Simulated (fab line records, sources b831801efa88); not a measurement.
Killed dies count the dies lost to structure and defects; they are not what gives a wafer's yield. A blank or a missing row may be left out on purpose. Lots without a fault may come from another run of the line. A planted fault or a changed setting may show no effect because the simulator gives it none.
Which tool was responsible?    flow sky130    9 lots, 27 wafers sampled, at 4 steps of a route of 708

WHAT THE GAUGES SHOWED, per wafer
SKY_CAPM_THK_MEAS_04: measures by xrf.
lot   measured      on             CAPM_TIN_THK (nm)
L646  day 36 12:43  film-metro-03  202.0 200.2 200.6
L650  day 37 18:08  film-metro-04  201.5 202.1 199.4
L652  day 38 18:04  film-metro-04  201.0 199.1 201.4
L660  day 40 17:08  film-metro-04  191.3 193.8 193.1 191.7 194.4 193.3
L661  day 40 23:10  film-metro-01  200.7 203.6 199.5
L662  day 41 08:24  film-metro-04  195.3 195.2 195.2
L663  day 41 15:10  film-metro-03  204.0 201.4 201.6
L666  day 42 06:16  film-metro-03  201.1 202.3 201.6
L667  day 42 16:07  film-metro-01  204.4 204.7 204.0

WHAT TOOL EACH LOT RAN ON (gives the tool, then ch and the chambers of the sampled wafers, and finally the start)
lot   SKY_VIA1_CVD_21                SKY_METAL3_SPUTTER_01         SKY_CAPM_SPUTTER_02
L646  cvd-w-02 ch 0,1, day 34 03:34  pvd-sputter-04, day 36 12:16  pvd-sputter-02, day 36 12:29
L650  cvd-w-01 ch 0,1, day 35 10:17  pvd-sputter-01, day 37 17:41  pvd-sputter-03, day 37 17:53
L652  cvd-w-01 ch 0,1, day 36 09:03  pvd-sputter-01, day 38 17:35  pvd-sputter-02, day 38 17:48
L660  cvd-w-01 ch 0,1, day 38 09:41  pvd-sputter-03, day 40 13:59  pvd-sputter-02, day 40 14:12
L661  cvd-w-02 ch 0, day 38 18:43    pvd-sputter-04, day 40 22:43  pvd-sputter-03, day 40 22:56
L662  cvd-w-02 ch 0, day 38 21:57    pvd-sputter-04, day 41 02:15  pvd-sputter-02, day 41 02:28
L663  cvd-w-02 ch 0,1, day 39 07:52  pvd-sputter-03, day 41 14:43  pvd-sputter-04, day 41 14:56
L666  cvd-w-01 ch 0,1, day 40 01:44  pvd-sputter-01, day 42 05:49  pvd-sputter-03, day 42 06:02
L667  cvd-w-02 ch 0,1, day 40 11:06  pvd-sputter-03, day 42 15:41  pvd-sputter-04, day 42 15:53
- SKY_VIA1_CVD_21: deposits W, target thk 270 nm, time 80.902 s.
- SKY_METAL3_SPUTTER_01: material TiN, target thk 20 nm, time 16.7 s.
- SKY_CAPM_SPUTTER_02: material TiN, target thk 200 nm, time 166.7 s.

THE ANSWER, worked out from the rows above alone
Rule: the lots themselves supply what counts as usual. Put in order of their means at a reading, lots are off if they are a third of the lots or fewer, leave a main group of 4 or more, and stand apart from it by a gap of 3 or more times the standard deviation of the main group's means; of several such gaps the widest counts. A main group is skipped when, at the precision printed for the reading in the tables above, its means are all equal. A lot without any number at a reading at which 4 lots or more have one is off too. Any other lot the step has rows for is counted as sound.
Off: at SKY_CAPM_THK_MEAS_04 (CAPM_TIN_THK), L660, L662. For the main group the mean is 201.7 nm and the standard deviation 1.2.
A tool fits if, at a process step before that reading, it ran every lot that is off, and no sound lot after the first of them. Gauges at SKY_CAPM_THK_MEAS_04: tried the same way as those tools. Undecided on this evidence; 2 tools fit (pvd-sputter-02 at SKY_CAPM_SPUTTER_02, film-metro-04 at SKY_CAPM_THK_MEAS_04).

WHAT WAS PUT IN BY THE SIMULATOR
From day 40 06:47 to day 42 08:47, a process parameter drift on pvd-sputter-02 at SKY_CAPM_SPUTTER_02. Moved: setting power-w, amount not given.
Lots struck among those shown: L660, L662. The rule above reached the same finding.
